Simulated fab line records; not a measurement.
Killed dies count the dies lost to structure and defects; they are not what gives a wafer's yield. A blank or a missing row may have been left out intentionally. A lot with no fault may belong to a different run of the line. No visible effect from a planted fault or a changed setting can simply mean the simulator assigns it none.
What tool caused it? | flow sky130 | 14 lots, 42 wafers sampled, at 1 step of a route of 708

## WHAT EACH GAUGE READ, for each wafer
SKY_VIA2_CD_MEAS_12 targets a cd of 200 nm.
lot  | measured     | on        | cd_nm (nm)
L174 | day 36 00:15 | cd_sem-01 | 199.2 198.4 201.0
L175 | day 37 07:54 | cd_sem-02 | 199.6 199.9 199.7
L180 | day 38 04:37 | cd_sem-02 | 197.2 196.4 196.4
L181 | day 38 06:57 | cd_sem-01 | 198.4 200.2 199.2
L182 | day 38 20:07 | cd_sem-01 | 200.1 201.5 202.2
L183 | day 38 23:55 | cd_sem-01 | 198.1 199.8 199.1
L188 | day 41 18:20 | cd_sem-01 | 200.6 200.9 200.7
L190 | day 41 20:56 | cd_sem-01 | 197.0 196.2 198.9
L192 | day 41 22:05 | cd_sem-01 | 201.7 201.7 201.1
L189 | day 41 22:41 | cd_sem-01 | 203.1 203.3 204.5
L194 | day 42 09:45 | cd_sem-02 | 198.8 198.9 196.3
L196 | day 43 12:26 | cd_sem-02 | 198.6 199.9 200.0
L195 | day 43 13:26 | cd_sem-02 | 200.2 198.7 201.2
L197 | day 43 15:41 | cd_sem-02 | 199.0 199.4 200.4

## EACH LOT AND THE TOOL THAT RAN IT (in order: tool; ch and the chambers of the sampled wafers; start)
The record shows no process step preceding these readings.

## AS READ BY THE TOOLS THEMSELVES (means over the sampled wafers that have a number; for cases with no such wafer, the mark the record gives instead)
The record holds no such reading with a usual standard deviation.

## THE ANSWER, worked out from the rows above alone
Rule: usual is defined by the lots themselves. Put in order of their means at a reading, lots are off if they are a third of the lots or fewer, leave a main group of 4 or more, and stand apart from it by a gap of 3 or more times the standard deviation of the main group's means; of several such gaps the widest counts. The tables above print the reading to a certain number of digits; a main group whose means all agree to those digits is not used. Also off: a lot with no number at a reading for which 4 or more lots have one. The other lots that the step has rows for count as sound. Order of review: gauges by route order, followed by the tools' own readings, for which a lot's mean as printed above is used. The first step at which some lot is off is used, and at that step the reading that is off furthest; a lot without a number counts as furthest.
Across all readings shown, no lot is off: no conclusion can be drawn from this.

## WHAT THE SIMULATOR HAD PUT IN
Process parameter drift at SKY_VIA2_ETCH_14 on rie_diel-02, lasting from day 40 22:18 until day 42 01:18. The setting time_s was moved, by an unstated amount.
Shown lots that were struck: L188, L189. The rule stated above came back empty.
